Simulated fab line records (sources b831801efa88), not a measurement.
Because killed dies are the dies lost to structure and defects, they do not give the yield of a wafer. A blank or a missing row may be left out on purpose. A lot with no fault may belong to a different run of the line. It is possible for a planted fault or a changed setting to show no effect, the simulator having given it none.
One fault seen from 2 desks + flow gf180mcu + each desk holds nothing but its own numbers, with what lay behind them at the end

== AT THE METROLOGY DESK ==
What the gauges read, lot by lot, whatever tool the lot ran on: means of the sampled wafers that have a number. A lot is out of limits, marked OUT, if its mean lies more than 4 standard deviations from the usual mean; the brackets give that distance.
Columns: A = cdNm at GF_SAB_CD_MEAS_09, usual 420.3 nm; B = SAB_OVL at GF_SAB_OVL_MEAS_10, usual 0.0 nm; C = SALICIDE_TIN_RS at GF_SALICIDE_RS_MEAS_04, usual 16.38 ohm/sq; D = SALICIDE_TIN_THK at GF_SALICIDE_THK_MEAS_05, usual 19.83 nm
| lot  | first seen here | A     | B    | C     | D     |
|------|-----------------|-------|------|-------|-------|
| L823 | day 16 21:53    | 418.3 | 1.9  | 15.83 | 20.26 |
| L824 | day 17 10:10    | 420.9 | -0.3 | 16.54 | 19.88 |
| L825 | day 17 17:05    | 422.0 | 1.3  | 16.34 | 19.71 |
| L826 | day 18 02:41    | 419.3 | -1.2 | 16.33 | 20.02 |
| L827 | day 18 06:41    | 418.7 | 0.3  | 16.42 | 19.69 |
| L842 | day 23 07:14    | 420.4 | -0.5 | 16.49 | 19.53 |
| L843 | day 23 15:47    | 421.5 | 0.2  | 16.38 | 19.60 |
This desk's finding: nothing out of limits on any of the 7 lots.

== FOR THE TOOL OWNER'S DESK: rtpAnneal-01 ==
Per lot that ran on this tool, the mean of the sampled wafers carrying a number, from the tool's own readings at GF_SALICIDE_RTA_06 (time 30 s). A lot is out of limits, marked OUT, if its mean lies more than 4 standard deviations from the usual mean; the brackets give that distance.
Columns: A = chamberO2Ppm at GF_SALICIDE_RTA_06, usual 2.005; B = lampPowerPct at GF_SALICIDE_RTA_06, usual 6.5 %; C = wafer_temp_C_max at GF_SALICIDE_RTA_06, usual 532.7
| lot  | first seen here | A                         | B   | C     |
|------|-----------------|---------------------------|-----|-------|
| L823 | day 16 22:38    | 1.993                     | 6.0 | 532.3 |
| L824 | day 17 10:55    | 1.987                     | 6.0 | 533.0 |
| L825 | day 17 17:49    | 301.990 (+99 or more) OUT | 6.0 | 533.5 |
| L826 | day 18 03:25    | 301.980 (+99 or more) OUT | 6.0 | 533.1 |
| L827 | day 18 07:25    | 302.000 (+99 or more) OUT | 6.0 | 533.0 |
| L843 | day 23 16:31    | 2.012                     | 6.0 | 533.2 |
Finding of this desk: L825, L826, L827 out of limits; the first was L825 at day 17 17:49, on chamberO2Ppm at GF_SALICIDE_RTA_06. L823, L824, L843: within limits.

== TAKEN TOGETHER ==
On L825, L826, L827, at day 17 17:49, an alarm was possible from the tool owner's desk.
At the metrology desk, nothing out of limits was observed.
The metrology desk holds a record of L825, L826, L827, inside its limits.
Of the lots named, all ran GF_SALICIDE_RTA_06 on rtpAnneal-01.

== WHAT WAS PUT IN BY THE SIMULATOR ==
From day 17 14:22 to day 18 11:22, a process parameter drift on rtpAnneal-01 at GF_SALICIDE_RTA_06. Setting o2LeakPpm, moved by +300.
Shown lots that were struck: L825, L826, L827.
Each desk's first reading out of limits, in hours after the fault started: the tool owner's desk, 3.
